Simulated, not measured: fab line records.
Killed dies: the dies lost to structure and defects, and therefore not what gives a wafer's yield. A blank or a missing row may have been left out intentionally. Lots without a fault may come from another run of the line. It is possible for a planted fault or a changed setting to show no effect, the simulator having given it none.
Commonality check across tools | flow gf180mcu | Sample size 14 lots and 48 wafers

WHY THIS WAS OPENED
At GF_HV_LDD_THK_MEAS_57 the reading HV_LDD_CVD_56_THK is flagged on 2 of 14 lots. No-fault wafers: 89.9 nm, standard deviation 0.81.
Rule: a lot is flagged when every wafer of it that has a number lies more than 4 standard deviations from that mean, or none has a number. All remaining lots are regarded as sound.

lot  | measured     | on            | HV_LDD_CVD_56_THK (nm), wafer by wafer | flag
L176 | day 12 03:55 | film metro-01 | 90.3 89.5 90.2                         |
L180 | day 13 23:14 | film metro-03 | 89.0 90.6 89.6                         |
L182 | day 14 12:59 | film metro-03 | 89.6 89.7 89.8                         |
L185 | day 15 17:13 | film metro-02 | 88.6 89.1 90.0                         |
L184 | day 15 17:13 | film metro-01 | 89.2 89.3 89.5                         |
L186 | day 15 19:45 | film metro-03 | 89.2 89.7 89.1                         |
L187 | day 16 05:35 | film metro-02 | 89.5 89.3 90.5                         |
L188 | day 16 09:35 | film metro-03 | 90.0 90.2 90.4                         |
L189 | day 17 03:52 | film metro-02 | 89.5 89.7 90.0                         |
L191 | day 17 17:57 | film metro-03 | 34.5 34.4 33.9 34.4 34.5 33.9          | FLAGGED
L193 | day 18 11:47 | film metro-01 | 35.8 36.6 35.9 35.8 36.5 35.9          | FLAGGED
L194 | day 19 00:47 | film metro-01 | 90.1 90.3 90.4                         |
L198 | day 19 23:05 | film metro-02 | 88.6 90.0 89.6                         |
L199 | day 20 02:42 | film metro-02 | 91.5 91.8 91.6                         |
The numbers of the flagged lots are 35.2 nm on average: -54.7 nm against the usual, or -68 standard deviations.

LOT BY LOT: THE TOOL USED
The record keeps 1 process step preceding the reading, out of 602 steps on the route. Each cell gives the tool, then ch followed by the chambers the sampled wafers passed through, then the start.
lot  | flag    | GF_HV_LDD_CVD_56
L176 |         | lpcvd-01 ch 0, day 12 02:28
L180 |         | lpcvd-02 ch 0, day 13 21:49
L182 |         | lpcvd-01 ch 0, day 14 11:34
L185 |         | lpcvd-02 ch 0, day 15 15:47
L184 |         | lpcvd-02 ch 0, day 15 15:47
L186 |         | lpcvd-02 ch 1, day 15 18:17
L187 |         | lpcvd-01 ch 1, day 16 04:09
L188 |         | lpcvd-02 ch 1, day 16 08:09
L189 |         | lpcvd-02 ch 1, day 17 02:26
L191 | FLAGGED | lpcvd-01 ch 0, day 17 16:30
L193 | FLAGGED | lpcvd-01 ch 0, day 18 10:22
L194 |         | lpcvd-02 ch 0, day 18 23:20
L198 |         | lpcvd-02 ch 1, day 19 21:39
L199 |         | lpcvd-02 ch 0, day 20 01:16
What the steps here do:
- GF_HV_LDD_CVD_56: deposits Si3N4 from DCS/NH3, target thk 90 nm, time 1543 s.
- GF_HV_LDD_THK_MEAS_57

FLAGGED AGAINST TOTAL, ONE TOOL AT A TIME (gauges that did the reading follow at the end)
step                  | tool          | lots run | flagged | share of the flagged lots | sound lots run after its first flagged lot
GF_HV_LDD_CVD_56      | lpcvd-01      | 5        | 2       | all                       | 0
GF_HV_LDD_CVD_56      | lpcvd-02      | 9        | 0       | none                      | -
GF_HV_LDD_THK_MEAS_57 | film metro-01 | 4        | 1       | some                      | 1 (L194)
GF_HV_LDD_THK_MEAS_57 | film metro-02 | 5        | 0       | none                      | -
GF_HV_LDD_THK_MEAS_57 | film metro-03 | 5        | 1       | some                      | 0

WHAT THE TABLE PERMITS
In the table, 1 row covers all flagged lots: lpcvd-01 at GF_HV_LDD_CVD_56.
- lpcvd-01 at GF_HV_LDD_CVD_56: 2 of its 5 lots flagged. A fault beginning between L187 (day 16 04:09), its last sound lot, and L191 (day 17 16:30), its first flagged one, fits the data.
One tool is left: lpcvd-01 at GF_HV_LDD_CVD_56.

WHAT WAS PUT IN BY THE SIMULATOR
lpcvd-01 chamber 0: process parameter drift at GF_HV_LDD_CVD_56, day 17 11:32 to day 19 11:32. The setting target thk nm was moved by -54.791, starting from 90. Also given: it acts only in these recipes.
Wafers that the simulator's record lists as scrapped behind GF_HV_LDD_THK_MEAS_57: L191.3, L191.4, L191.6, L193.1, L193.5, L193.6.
Struck lots among those shown: L191, L193. The rule given above showed the same thing.
